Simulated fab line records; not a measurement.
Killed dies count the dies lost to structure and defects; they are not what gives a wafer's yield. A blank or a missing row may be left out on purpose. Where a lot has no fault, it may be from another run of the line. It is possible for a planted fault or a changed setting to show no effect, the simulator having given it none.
Which tool did it?	flow gf180mcu	Sampling: 24 lots, 72 wafers, 5 of 602 route steps

## WHAT EACH GAUGE READ, for each wafer
GF_V3_THK_MEAS_01. Usual: V3_CVD_00_THK gives 600 nm (standard deviation 9.4).
lot	measured	on	V3_CVD_00_THK (nm)	flag
L074	day 21 10:01	film_metro-02	593 591 608	
L075	day 22 03:42	film_metro-01	604 605 601	
L076	day 22 04:59	film_metro-04	601 604 598	
L078	day 22 23:19	film_metro-04	590 588 591	
L077	day 23 01:00	film_metro-04	604 609 600	
L079	day 23 08:55	film_metro-04	604 617 611	
L080	day 23 21:20	film_metro-04	594 594 619	
L081	day 24 07:59	film_metro-04	591 614 597	
L083	day 24 15:00	film_metro-04	598 606 610	
L082	day 24 18:24	film_metro-02	596 589 597	
L084	day 25 03:48	film_metro-02	608 611 594	
L085	day 25 10:33	film_metro-02	604 582 585	
L086	day 25 13:32	film_metro-02	611 587 608	
L087	day 25 22:22	film_metro-04	615 605 589	
L088	day 26 03:11	film_metro-01	596 579 596	
L089	day 26 09:56	film_metro-02	599 581 583	
L090	day 26 13:52	film_metro-02	589 603 598	
L091	day 26 20:38	film_metro-02	591 588 585	
L092	day 27 09:35	film_metro-01	601 599 589	
L093	day 27 11:11	film_metro-04	598 599 599	
L094	day 27 21:08	film_metro-01	599 597 596	
L095	day 28 03:58	film_metro-04	595 606 596	
L096	day 28 09:57	film_metro-04	613 598 597	
L097	day 28 21:23	film_metro-01	600 611 598	

GF_TOP_METAL_OVL_MEAS_15. Usual: TOP_METAL_OVL gives 0.3 nm (standard deviation 1.3).
lot	measured	on	TOP_METAL_OVL (nm)	flag
L074	day 28 02:56	overlay-01	1.0 1.7 1.6	
L075	day 28 17:00	overlay-01	3.1 0.9 1.5	
L076	day 28 20:08	overlay-02	-0.2 1.0 1.6	
L078	day 29 09:29	overlay-01	-0.3 0.1 -0.5	
L077	day 29 11:50	overlay-02	0.5 -0.9 -1.8	
L079	day 29 17:32	overlay-01	-2.9 -0.5 -0.1	
L080	day 30 04:44	overlay-02	1.7 -0.4 0.2	
L081	day 30 14:17	overlay-01	-0.5 0.0 0.7	
L083	day 30 19:53	overlay-01	0.6 -0.2 1.7	
L082	day 30 21:32	overlay-02	-0.3 -0.6 0.8	
L084	day 31 06:38	overlay-01	-0.7 -0.5 -0.5	
L085	day 31 11:23	overlay-02	0.1 1.7 1.9	
L086	day 31 15:56	overlay-02	2.0 -1.4 1.3	
L087	day 31 20:32	overlay-01	1.6 2.6 1.2	
L088	day 32 02:41	overlay-01	2.1 0.9 0.8	
L089	day 32 07:23	overlay-02	1.4 1.4 1.0	
L090	day 32 11:35	overlay-01	-1.7 -1.6 0.7	
L091	day 32 16:20	overlay-01	1.3 2.9 2.5	
L092	day 33 03:15	overlay-01	-0.6 -2.1 0.5	
L093	day 33 04:14	overlay-02	0.3 0.1 -0.9	
L094	day 33 12:11	overlay-01	0.1 -1.7 -2.7	
L095	day 33 16:55	overlay-01	-0.2 -1.0 0.0	
L096	day 33 21:48	overlay-02	2.4 0.2 1.7	
L097	day 34 05:53	overlay-02	-2.6 -3.3 -1.6	

## TOOL THAT RAN EACH LOT (tool first, then ch and the chambers of the sampled wafers, then the start)
lot	GF_V1_ETCH_16	GF_V4_ETCH_17	GF_TOP_METAL_SPUTTER_00
L074	rie_diel-02 ch 1,2, day 18 05:05	rie_diel-03 ch 0,2,3, day 27 06:13 or earlier	pvd_sputter-02, day 27 06:13
L075	rie_diel-01 ch 0,2,3, day 18 22:32	rie_diel-04 ch 1,3, day 27 21:18 or earlier	pvd_sputter-03, day 27 21:18
L076	rie_diel-02 ch 0,1, day 18 23:17	rie_diel-01 ch 0,1, day 28 00:23 or earlier	pvd_sputter-01, day 28 00:23
L078	rie_diel-01 ch 1,2, day 19 18:37	rie_diel-01 ch 2,3, day 28 13:56 or earlier	pvd_sputter-01, day 28 13:56
L077	rie_diel-01 ch 0,2,3, day 19 21:20	rie_diel-01 ch 1,2,3, day 28 16:33 or earlier	pvd_sputter-03, day 28 16:33
L079	rie_diel-03 ch 1,2, day 20 05:40	rie_diel-03 ch 2,3, day 28 22:47 or earlier	pvd_sputter-03, day 28 22:47
L080	rie_diel-03 ch 1,3, day 20 19:05	rie_diel-03 ch 0,1,3, day 29 09:33 or earlier	pvd_sputter-01, day 29 09:33
L081	rie_diel-02 ch 1,2,3, day 21 05:16	rie_diel-01 ch 1,2,3, day 29 19:18 or earlier	pvd_sputter-01, day 29 19:18
L083	rie_diel-01 ch 0,1, day 21 14:17	rie_diel-04 ch 1,2, day 30 01:33 or earlier	pvd_sputter-03, day 30 01:33
L082	rie_diel-03 ch 1,3, day 21 17:56	rie_diel-04 ch 1,3, day 30 03:05 or earlier	pvd_sputter-03, day 30 03:05
L084	rie_diel-02 ch 1,2, day 22 03:17	rie_diel-03 ch 1,2,3, day 30 12:01 or earlier	pvd_sputter-03, day 30 12:01
L085	rie_diel-01 ch 0,3, day 22 10:23	rie_diel-01 ch 2,3, day 30 17:17 or earlier	pvd_sputter-01, day 30 17:17
L086	rie_diel-03 ch 0,2,3, day 22 12:04	rie_diel-03 ch 0,1,2, day 30 21:22 or earlier	pvd_sputter-02, day 30 21:22
L087	rie_diel-01 ch 0,2,3, day 22 22:31	rie_diel-03 ch 0,2,3, day 31 02:46 or earlier	pvd_sputter-02, day 31 02:46
L088	rie_diel-02 ch 1,2, day 23 04:02	rie_diel-01 ch 0,2, day 31 09:35 or earlier	pvd_sputter-01, day 31 09:35
L089	rie_diel-01 ch 1,2,3, day 23 11:28	rie_diel-04 ch 2,3, day 31 13:40 or earlier	pvd_sputter-01, day 31 13:40
L090	rie_diel-01 ch 1,3, day 23 15:43	rie_diel-04 ch 0,2, day 31 18:07 or earlier	pvd_sputter-01, day 31 18:07
L091	rie_diel-03 ch 0,1,3, day 23 23:16	rie_diel-03 ch 1,2,3, day 31 23:55 or earlier	pvd_sputter-02, day 31 23:55
L092	rie_diel-03 ch 1,2, day 24 11:38	rie_diel-01 ch 0,1, day 32 10:57 or earlier	pvd_sputter-02, day 32 10:57
L093	rie_diel-01 ch 0,1,2, day 24 16:13	rie_diel-04 ch 0,1,2, day 32 11:49 or earlier	pvd_sputter-01, day 32 11:49
L094	rie_diel-01 ch 2,3, day 25 00:40	rie_diel-01 ch 0,1,3, day 32 20:10 or earlier	pvd_sputter-03, day 32 20:10
L095	rie_diel-02 ch 0,2,3, day 25 07:34	rie_diel-03 ch 0,1,2, day 33 01:08 or earlier	pvd_sputter-03, day 33 01:08
L096	rie_diel-03 ch 0,2, day 25 15:22	rie_diel-03 ch 1,2,3, day 33 05:51 or earlier	pvd_sputter-03, day 33 05:51
L097	rie_diel-02 ch 0,1,2, day 26 03:25	rie_diel-04 ch 0,1,2, day 33 15:00 or earlier	pvd_sputter-01, day 33 15:00
- GF_V1_ETCH_16: etches BARC in N2/H2.
- GF_V4_ETCH_17: etches SiO2 in C4F8/O2/Ar, stops on TiN, target depth 630 nm.
- GF_TOP_METAL_SPUTTER_00: material Ti, target thk 37.5 nm, time 150 s.

## WHAT THE TOOLS THEMSELVES READ (means of the sampled wafers that have a number; where no wafer has one, the mark that the record gives instead)
GF_V1_ETCH_16. Usual: drypump_motor_current_A 6.1 A, standard deviation 0.39; oes_product_au 0.855 a.u., standard deviation 0.0048; throttle_valve_pct 13.225 %, standard deviation 0.0092.
lot	tool	drypump_motor_current_A (A)	oes_product_au (a.u.)	throttle_valve_pct (%)	flag
L074	rie_diel-02	6.1	0.852	13.228	
L075	rie_diel-01	6.4	0.855	13.224	
L076	rie_diel-02	5.9	0.851	13.223	
L078	rie_diel-01	6.4	0.854	13.233	
L077	rie_diel-01	6.4	0.860	13.222	
L079	rie_diel-03	5.9	0.851	13.217	
L080	rie_diel-03	5.7	0.851	13.235	
L081	rie_diel-02	6.1	0.855	13.225	
L083	rie_diel-01	6.3	0.856	13.224	
L082	rie_diel-03	5.7	0.855	13.227	
L084	rie_diel-02	6.2	0.854	13.232	
L085	rie_diel-01	6.4	0.855	13.228	
L086	rie_diel-03	5.8	0.854	13.227	
L087	rie_diel-01	6.4	0.854	13.227	
L088	rie_diel-02	6.2	0.858	13.229	
L089	rie_diel-01	6.5	0.855	13.229	
L090	rie_diel-01	6.5	0.858	13.221	
L091	rie_diel-03	5.5	0.852	13.220	
L092	rie_diel-03	6.2	0.857	13.229	
L093	rie_diel-01	6.4	0.854	13.218	
L094	rie_diel-01	6.6	0.853	13.216	
L095	rie_diel-02	5.8	0.859	13.226	
L096	rie_diel-03	6.0	0.859	13.230	
L097	rie_diel-02	6.0	0.853	13.222	

GF_V4_ETCH_17. Usual: oes_product_au 0.856 a.u., standard deviation 0.0047.
lot	tool	oes_product_au (a.u.)	flag
L074	rie_diel-03	0.854	
L075	rie_diel-04	0.857	
L076	rie_diel-01	0.856	
L078	rie_diel-01	0.854	
L077	rie_diel-01	0.859	
L079	rie_diel-03	0.854	
L080	rie_diel-03	0.862	
L081	rie_diel-01	0.853	
L083	rie_diel-04	0.857	
L082	rie_diel-04	0.853	
L084	rie_diel-03	0.856	
L085	rie_diel-01	0.859	
L086	rie_diel-03	0.853	
L087	rie_diel-03	0.855	
L088	rie_diel-01	0.856	
L089	rie_diel-04	0.855	
L090	rie_diel-04	0.854	
L091	rie_diel-03	0.863	
L092	rie_diel-01	0.856	
L093	rie_diel-04	0.853	
L094	rie_diel-01	0.859	
L095	rie_diel-03	0.854	
L096	rie_diel-03	0.850	
L097	rie_diel-04	0.860	

GF_TOP_METAL_SPUTTER_00. Usual: throttle_valve_pct 29.7 %, standard deviation 0.98.
lot	tool	throttle_valve_pct (%)	flag
L074	pvd_sputter-02	29.3	
L075	pvd_sputter-03	29.5	
L076	pvd_sputter-01	29.2	
L078	pvd_sputter-01	29.9	
L077	pvd_sputter-03	30.1	
L079	pvd_sputter-03	29.4	
L080	pvd_sputter-01	29.8	
L081	pvd_sputter-01	30.3	
L083	pvd_sputter-03	29.9	
L082	pvd_sputter-03	29.7	
L084	pvd_sputter-03	29.7	
L085	pvd_sputter-01	29.8	
L086	pvd_sputter-02	29.2	
L087	pvd_sputter-02	29.4	
L088	pvd_sputter-01	31.2	
L089	pvd_sputter-01	30.4	
L090	pvd_sputter-01	29.9	
L091	pvd_sputter-02	29.4	
L092	pvd_sputter-02	29.2	
L093	pvd_sputter-01	30.9	
L094	pvd_sputter-03	28.8	
L095	pvd_sputter-03	29.5	
L096	pvd_sputter-03	29.6	
L097	pvd_sputter-01	29.1	

## THE ANSWER, worked out from the rows above alone
Rule: lot off if the mean of its wafers having a number is beyond 3 standard deviations from the usual mean. Also off: a lot with no number at a reading for which 4 or more lots have one. Where the step has rows for the other lots, those lots are counted as sound. Order of review: gauges by route order, followed by the tools' own readings, for which a lot's mean as printed above is used. At the first step where some lot is off, the reading lying furthest off is the one used; lots without a number count as furthest.
Nothing can be told from this: no lot is off at any reading shown.

## WHAT THE SIMULATOR HAD INSERTED
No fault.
